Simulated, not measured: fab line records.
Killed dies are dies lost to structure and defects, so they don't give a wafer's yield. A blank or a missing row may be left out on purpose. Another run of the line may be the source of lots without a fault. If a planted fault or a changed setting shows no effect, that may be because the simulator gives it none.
Which tool did it? || flow gf180mcu || Sampling: 14 lots, 42 wafers, 4 of 602 route steps

== WHAT THE GAUGES SHOWED, per wafer ==
GF_M1_RS_MEAS_05: measures by four-point-probe. Usual: for M1_ALCU_RS the level is 0.0696 ohm/sq and the standard deviation is 0.00067.
{"lot": "L665", "measured": "day 16 05:16", "on": "filmMetro-02", "M1_ALCU_RS (ohm/sq)": "0.0682 0.0685 0.0689", "flag": ""}
{"lot": "L667", "measured": "day 16 23:22", "on": "filmMetro-04", "M1_ALCU_RS (ohm/sq)": "0.0691 0.0701 0.0703", "flag": ""}
{"lot": "L668", "measured": "day 17 11:10", "on": "filmMetro-04", "M1_ALCU_RS (ohm/sq)": "0.0703 0.0715 0.0711", "flag": ""}
{"lot": "L671", "measured": "day 18 11:43", "on": "filmMetro-03", "M1_ALCU_RS (ohm/sq)": "0.0697 0.0697 0.0701", "flag": ""}
{"lot": "L672", "measured": "day 19 05:28", "on": "filmMetro-04", "M1_ALCU_RS (ohm/sq)": "0.0688 0.0685 0.0689", "flag": ""}
{"lot": "L673", "measured": "day 19 12:07", "on": "filmMetro-04", "M1_ALCU_RS (ohm/sq)": "0.0699 0.0702 0.0699", "flag": ""}
{"lot": "L674", "measured": "day 19 20:29", "on": "filmMetro-04", "M1_ALCU_RS (ohm/sq)": "0.0694 0.0698 0.0698", "flag": ""}
{"lot": "L675", "measured": "day 19 23:39", "on": "filmMetro-02", "M1_ALCU_RS (ohm/sq)": "0.0697 0.0701 0.0703", "flag": ""}
{"lot": "L677", "measured": "day 20 15:39", "on": "filmMetro-02", "M1_ALCU_RS (ohm/sq)": "0.0696 0.0698 0.0695", "flag": ""}
{"lot": "L679", "measured": "day 21 11:15", "on": "filmMetro-04", "M1_ALCU_RS (ohm/sq)": "0.0694 0.0696 0.0690", "flag": ""}
{"lot": "L681", "measured": "day 22 01:49", "on": "filmMetro-04", "M1_ALCU_RS (ohm/sq)": "0.0699 0.0695 0.0699", "flag": ""}
{"lot": "L682", "measured": "day 22 10:17", "on": "filmMetro-02", "M1_ALCU_RS (ohm/sq)": "0.0696 0.0698 0.0700", "flag": ""}
{"lot": "L683", "measured": "day 23 05:23", "on": "filmMetro-02", "M1_ALCU_RS (ohm/sq)": "0.0700 0.0706 0.0702", "flag": ""}
{"lot": "L688", "measured": "day 24 11:09", "on": "filmMetro-04", "M1_ALCU_RS (ohm/sq)": "0.0701 0.0695 0.0694", "flag": ""}

GF_M1_OVL_MEAS_15. Usual: for M1_OVL the level is 0 nm and the standard deviation is 5.1.
{"lot": "L665", "measured": "day 17 04:40", "on": "overlay-02", "M1_OVL (nm)": "3 4 3", "flag": ""}
{"lot": "L667", "measured": "day 17 22:43", "on": "overlay-01", "M1_OVL (nm)": "6 7 5", "flag": ""}
{"lot": "L668", "measured": "day 18 10:40", "on": "overlay-01", "M1_OVL (nm)": "-4 4 -2", "flag": ""}
{"lot": "L671", "measured": "day 19 11:58", "on": "overlay-01", "M1_OVL (nm)": "-8 0 7", "flag": ""}
{"lot": "L672", "measured": "day 20 05:58", "on": "overlay-02", "M1_OVL (nm)": "0 3 2", "flag": ""}
{"lot": "L673", "measured": "day 20 12:19", "on": "overlay-02", "M1_OVL (nm)": "-15 -2 -6", "flag": ""}
{"lot": "L674", "measured": "day 20 21:04", "on": "overlay-01", "M1_OVL (nm)": "8 -1 -3", "flag": ""}
{"lot": "L675", "measured": "day 20 23:47", "on": "overlay-02", "M1_OVL (nm)": "-4 -9 2", "flag": ""}
{"lot": "L677", "measured": "day 21 15:17", "on": "overlay-01", "M1_OVL (nm)": "-2 -7 -6", "flag": ""}
{"lot": "L679", "measured": "day 22 11:08", "on": "overlay-01", "M1_OVL (nm)": "5 -3 1", "flag": ""}
{"lot": "L681", "measured": "day 23 00:38", "on": "overlay-01", "M1_OVL (nm)": "3 6 -3", "flag": ""}
{"lot": "L682", "measured": "day 23 08:31", "on": "overlay-02", "M1_OVL (nm)": "-1 -1 -1", "flag": ""}
{"lot": "L683", "measured": "day 24 04:06", "on": "overlay-02", "M1_OVL (nm)": "-7 2 1", "flag": ""}
{"lot": "L688", "measured": "day 25 09:34", "on": "overlay-02", "M1_OVL (nm)": "7 1 9", "flag": ""}

== WHAT TOOL EACH LOT RAN ON (gives the tool, then ch and the chambers of the sampled wafers, and finally the start) ==
{"lot": "L665", "GF_STI_WET_ETCH_26": "wetBench-03 ch 2, day 2 04:40", "GF_PSD_RTA_13": "rtpAnneal-01 ch 0, day 14 05:58"}
{"lot": "L667", "GF_STI_WET_ETCH_26": "wetBench-04 ch 2, day 2 15:35", "GF_PSD_RTA_13": "rtpAnneal-02 ch 0, day 15 00:12"}
{"lot": "L668", "GF_STI_WET_ETCH_26": "wetBench-03 ch 0, day 2 20:01", "GF_PSD_RTA_13": "rtpAnneal-01 ch 0, day 15 11:37"}
{"lot": "L671", "GF_STI_WET_ETCH_26": "wetBench-03 ch 1, day 3 11:56", "GF_PSD_RTA_13": "rtpAnneal-02 ch 0, day 16 10:16"}
{"lot": "L672", "GF_STI_WET_ETCH_26": "wetBench-01 ch 1, day 3 21:33", "GF_PSD_RTA_13": "rtpAnneal-02 ch 0, day 17 02:26"}
{"lot": "L673", "GF_STI_WET_ETCH_26": "wetBench-04 ch 2, day 3 23:03", "GF_PSD_RTA_13": "rtpAnneal-01 ch 0, day 17 08:44"}
{"lot": "L674", "GF_STI_WET_ETCH_26": "wetBench-03 ch 0, day 4 02:37", "GF_PSD_RTA_13": "rtpAnneal-02 ch 0, day 17 17:08"}
{"lot": "L675", "GF_STI_WET_ETCH_26": "wetBench-03 ch 0, day 4 06:55", "GF_PSD_RTA_13": "rtpAnneal-02 ch 0, day 17 21:05"}
{"lot": "L677", "GF_STI_WET_ETCH_26": "wetBench-04 ch 3, day 4 17:58", "GF_PSD_RTA_13": "rtpAnneal-02 ch 0, day 18 11:58"}
{"lot": "L679", "GF_STI_WET_ETCH_26": "wetBench-01 ch 1, day 5 03:28", "GF_PSD_RTA_13": "rtpAnneal-01 ch 0, day 19 08:07"}
{"lot": "L681", "GF_STI_WET_ETCH_26": "wetBench-03 ch 1, day 5 13:23", "GF_PSD_RTA_13": "rtpAnneal-02 ch 0, day 19 22:59"}
{"lot": "L682", "GF_STI_WET_ETCH_26": "wetBench-03 ch 3, day 5 19:17", "GF_PSD_RTA_13": "rtpAnneal-02 ch 0, day 20 07:30"}
{"lot": "L683", "GF_STI_WET_ETCH_26": "wetBench-03 ch 1, day 6 04:40", "GF_PSD_RTA_13": "rtpAnneal-01 ch 0, day 21 02:42"}
{"lot": "L688", "GF_STI_WET_ETCH_26": "wetBench-01 ch 3, day 7 01:29", "GF_PSD_RTA_13": "rtpAnneal-02 ch 0, day 22 11:03"}
- GF_STI_WET_ETCH_26: etches SiO2 in dHF, target depth 94 nm, time 188 s.
- GF_PSD_RTA_13: time 20 s.

== AS READ BY THE TOOLS THEMSELVES (means over the sampled wafers that have a number; for cases with no such wafer, the mark the record gives instead) ==
GF_STI_WET_ETCH_26. Usual: 216 s for runLengthS, sd 3.7.
{"lot": "L665", "tool": "wetBench-03", "runLengthS (s)": 214, "flag": ""}
{"lot": "L667", "tool": "wetBench-04", "runLengthS (s)": 215, "flag": ""}
{"lot": "L668", "tool": "wetBench-03", "runLengthS (s)": 214, "flag": ""}
{"lot": "L671", "tool": "wetBench-03", "runLengthS (s)": 215, "flag": ""}
{"lot": "L672", "tool": "wetBench-01", "runLengthS (s)": 220, "flag": ""}
{"lot": "L673", "tool": "wetBench-04", "runLengthS (s)": 214, "flag": ""}
{"lot": "L674", "tool": "wetBench-03", "runLengthS (s)": 222, "flag": ""}
{"lot": "L675", "tool": "wetBench-03", "runLengthS (s)": 221, "flag": ""}
{"lot": "L677", "tool": "wetBench-04", "runLengthS (s)": 214, "flag": ""}
{"lot": "L679", "tool": "wetBench-01", "runLengthS (s)": 212, "flag": ""}
{"lot": "L681", "tool": "wetBench-03", "runLengthS (s)": 222, "flag": ""}
{"lot": "L682", "tool": "wetBench-03", "runLengthS (s)": 53, "flag": "OFF"}
{"lot": "L683", "tool": "wetBench-03", "runLengthS (s)": 53, "flag": "OFF"}
{"lot": "L688", "tool": "wetBench-01", "runLengthS (s)": 214, "flag": ""}

GF_PSD_RTA_13. Usual: lampPowerPct 39.0 %, standard deviation 0.94; wafer_temp_C_max 1030.1, standard deviation 1.1.
{"lot": "L665", "tool": "rtpAnneal-01", "lampPowerPct (%)": 40.0, "wafer_temp_C_max": 1029.7, "flag": ""}
{"lot": "L667", "tool": "rtpAnneal-02", "lampPowerPct (%)": 38.1, "wafer_temp_C_max": 1030.3, "flag": ""}
{"lot": "L668", "tool": "rtpAnneal-01", "lampPowerPct (%)": 40.0, "wafer_temp_C_max": 1029.8, "flag": ""}
{"lot": "L671", "tool": "rtpAnneal-02", "lampPowerPct (%)": 38.1, "wafer_temp_C_max": 1029.4, "flag": ""}
{"lot": "L672", "tool": "rtpAnneal-02", "lampPowerPct (%)": 38.1, "wafer_temp_C_max": 1030.2, "flag": ""}
{"lot": "L673", "tool": "rtpAnneal-01", "lampPowerPct (%)": 40.0, "wafer_temp_C_max": 1030.1, "flag": ""}
{"lot": "L674", "tool": "rtpAnneal-02", "lampPowerPct (%)": 38.1, "wafer_temp_C_max": 1030.0, "flag": ""}
{"lot": "L675", "tool": "rtpAnneal-02", "lampPowerPct (%)": 38.1, "wafer_temp_C_max": 1029.3, "flag": ""}
{"lot": "L677", "tool": "rtpAnneal-02", "lampPowerPct (%)": 38.1, "wafer_temp_C_max": 1030.5, "flag": ""}
{"lot": "L679", "tool": "rtpAnneal-01", "lampPowerPct (%)": 40.0, "wafer_temp_C_max": 1031.3, "flag": ""}
{"lot": "L681", "tool": "rtpAnneal-02", "lampPowerPct (%)": 38.0, "wafer_temp_C_max": 1030.1, "flag": ""}
{"lot": "L682", "tool": "rtpAnneal-02", "lampPowerPct (%)": 38.1, "wafer_temp_C_max": 1030.6, "flag": ""}
{"lot": "L683", "tool": "rtpAnneal-01", "lampPowerPct (%)": 40.0, "wafer_temp_C_max": 1029.4, "flag": ""}
{"lot": "L688", "tool": "rtpAnneal-02", "lampPowerPct (%)": 38.1, "wafer_temp_C_max": 1030.2, "flag": ""}

== THE ANSWER, worked out from the rows above alone ==
Rule: lot off if the mean of its wafers having a number is beyond 3 standard deviations from the usual mean. A lot without any number at a reading at which 4 lots or more have one is off too. All remaining lots with rows at the step are treated as sound. The gauges are gone through in route order, then the tools' own readings, and for those a lot's mean is taken as printed above. At the first step where some lot is off, the reading lying furthest off is the one used; lots without a number count as furthest.
Off: L682, L683, at GF_STI_WET_ETCH_26 (runLengthS).
If a tool, at that step or one of the process steps before it, ran each lot that is off and ran no sound lot following the first of them, it fits. One fits: wetBench-03 at GF_STI_WET_ETCH_26. Its last sound lot is L681 (day 5 13:23), its first lot that is off L682 (day 5 19:17): a fault that began between those two fits.
On the lots that are off, the tool's own readings at GF_STI_WET_ETCH_26 differ by more than 5 times the standard deviation of the sound lots' means, which bears it out; runLengthS reads 53 s there versus 216 s on the sound lots.

== WHAT THE SIMULATOR HAD INSERTED ==
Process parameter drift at GF_STI_WET_ETCH_26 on wetBench-03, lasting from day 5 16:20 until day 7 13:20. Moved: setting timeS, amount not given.
Lots struck among those shown: L682, L683. The same result came from the rule above.
